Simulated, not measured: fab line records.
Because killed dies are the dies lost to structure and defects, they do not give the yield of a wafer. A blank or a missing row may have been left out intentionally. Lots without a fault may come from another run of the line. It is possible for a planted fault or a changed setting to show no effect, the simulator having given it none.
8D (eight disciplines) problem report, filled in by code | flow sky130 | the parts of the form that need people (team, actions taken, sign-off) are left out

1. WHAT WENT WRONG
Wafers without a fault read 3.3, standard deviation 1.7; killed_at_M4_up at SKY_PAD_OPEN_PROBE_99 reads a mean of 61.5 on 2 wafers belonging to 2 lots. That puts it +34 standard deviations away from the usual mean.
First observed at day 49 21:16: wafer L879.4, on prober-01. The record holds 6 wafers of 2 lots with a number at this step. Rule for "out", or "out of limits": more than 4 standard deviations from the usual mean. The other wafers with a number count as sound.

2. WHAT IT IS, WHAT IT ISN'T
question                    | is                                                                                            | is not
which readings at this step | killed_at_M4_up, defectLimitedYield, killedDies, sort_bin_5_function, sortNPass, sortYieldPct | killed_at_M0_to_M3, killedAtContacts, killedAtFrontEnd, killedAtOther, killedOpen, killedShort
which lots                  | L879, L881                                                                                    | -
which wafers of those lots  | L879.4, L881.1                                                                                | L879.2, L879.5, L881.3, L881.6
read on which tools         | prober-01, prober-02                                                                          | -
when                        | from day 49 21:16                                                                             | up to then (1 sound wafer); but 3 sound wafers of L879, L881 came after

3. THE SUSPECTS, EACH WITH WHAT RULES IT OUT
Counting: a tool at a process step up to the reading stays a suspect if it ran every lot that is out. Sound lots after the first of them don't rule it out here, since some wafers of a struck lot are sound.
- pvdSputter-01 at SKY_METAL4_SPUTTER_03 (material Ti, target thk 5 nm, time 3.3 s): kept. It ran every lot that is out, first L879 (day 44 16:12).
The count leaves pvdSputter-01 at SKY_METAL4_SPUTTER_03.

4. THE CAUSE (what the simulator had put in)
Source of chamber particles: pvdSputter-01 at SKY_METAL4_SPUTTER_03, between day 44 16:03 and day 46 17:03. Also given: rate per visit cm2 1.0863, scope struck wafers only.
The count eliminated every tool but this one.

5. SEQUENCE OF EFFECTS, ordered by route
Each row: a reading whose mean over the struck wafers that have a number lies more than 3 standard deviations from the usual. Readings are gone through only where the record gives a usual standard deviation; hours: the median, over the lots, of the time from a lot's start at the first step in this table giving one to that lot's start at this step; sigmas: the change measured in usual standard deviations.
hours | step                  | reading              | usual  | on struck wafers | change | sigmas
0     | SKY_PAD_OPEN_PROBE_99 | defectLimitedYield   | 82.4 % | 71.5             | -11.0  | -5.5
0     | SKY_PAD_OPEN_PROBE_99 | killed_at_M4_up      | 3.3    | 61.5             | +58.2  | +34
0     | SKY_PAD_OPEN_PROBE_99 | killedDies           | 87     | 140              | +54    | +5.4
0     | SKY_PAD_OPEN_PROBE_99 | sort_bin_3_pad_short | 0.9 %  | 3.0              | +2.1   | +5.0
0     | SKY_PAD_OPEN_PROBE_99 | sort_bin_5_function  | 10.4 % | 18.1             | +7.7   | +5.1
0     | SKY_PAD_OPEN_PROBE_99 | sortNPass            | 405    | 352              | -54    | -5.4
0     | SKY_PAD_OPEN_PROBE_99 | sortYieldPct         | 82.4 % | 71.5             | -11.0  | -5.5
Here are the process steps it includes:
- SKY_PAD_OPEN_PROBE_99

6. WHAT WOULD HAVE CAUGHT IT SOONER
The fault began at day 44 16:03; the first out-of-limits reading in this record came at day 49 21:16, 125 hours later.
An alarm limit of 4 standard deviations would not have fired on the tool readings at SKY_METAL4_SPUTTER_03 for which the record gives a usual standard deviation, since none of them was out on any struck wafer.
By day 49 21:16, every lot that is out (2) had started SKY_METAL4_SPUTTER_03 on pvdSputter-01. A hold on the tool at that time would have spared none of them.
